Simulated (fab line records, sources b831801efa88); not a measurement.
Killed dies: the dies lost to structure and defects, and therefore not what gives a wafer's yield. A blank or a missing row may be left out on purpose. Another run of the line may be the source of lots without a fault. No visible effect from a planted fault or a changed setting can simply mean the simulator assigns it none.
Matching of chambers    flow gf180mcu    GF_STI_CMP_25 on cmp-01 has 4 sister chambers
The step polishes, stops on Si3N4, t overpolish 33 s, target thk 524.6 nm. 8 wafers are shown with their chamber, then 6 later ones without.

== EACH WAFER AND ITS CHAMBER ==
wafer   chamber  motor current A (A)  time to endpoint s (s)
L228.1  2        15.1                 115
L235.4  1        12.2                 131
L235.6  0        15.9                 121
L237.1  3        12.8                 130
L238.1  1        12.6                 130
L238.3  2        15.0                 116
L238.4  0        16.2                 123
L242.1  3        12.8                 128

== WAFERS WITH NO CHAMBER GIVEN ==
wafer   motor current A (A)  time to endpoint s (s)
L244.1  13.3                 131
L244.2  12.3                 131
L244.4  15.3                 118
L248.1  15.1                 120
L248.4  13.0                 130
L248.5  14.9                 120

== EACH ONE'S CHAMBER ==
wafer   from the rows above      in truth
L244.1  can't be placed: 3 or 1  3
L244.2  1                        1
L244.4  2                        2
L248.1  can't be placed: 2 or 0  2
L248.4  can't be placed: 3 or 1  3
L248.5  2                        2
Correctly placed: 3 of 6. Cannot be placed on the basis of these rows: 3; the candidates contain the true chamber in 3. 0 placed wrongly.
How it was worked out, from the rows above alone: a wafer's distance from a chamber is the root of the sum, over the readings, of the square of ((its reading less the chamber's mean) divided by the reading's scatter). If the next closest chamber is less than 2 further off than the closest, the wafer can't be placed; otherwise it belongs to the closest. Each chamber's mean is taken over the wafers shown for it. The scatter: take each reading less its chamber's mean, square it, sum over the shown wafers, divide by the number of wafers less the number of chambers, and take the root.
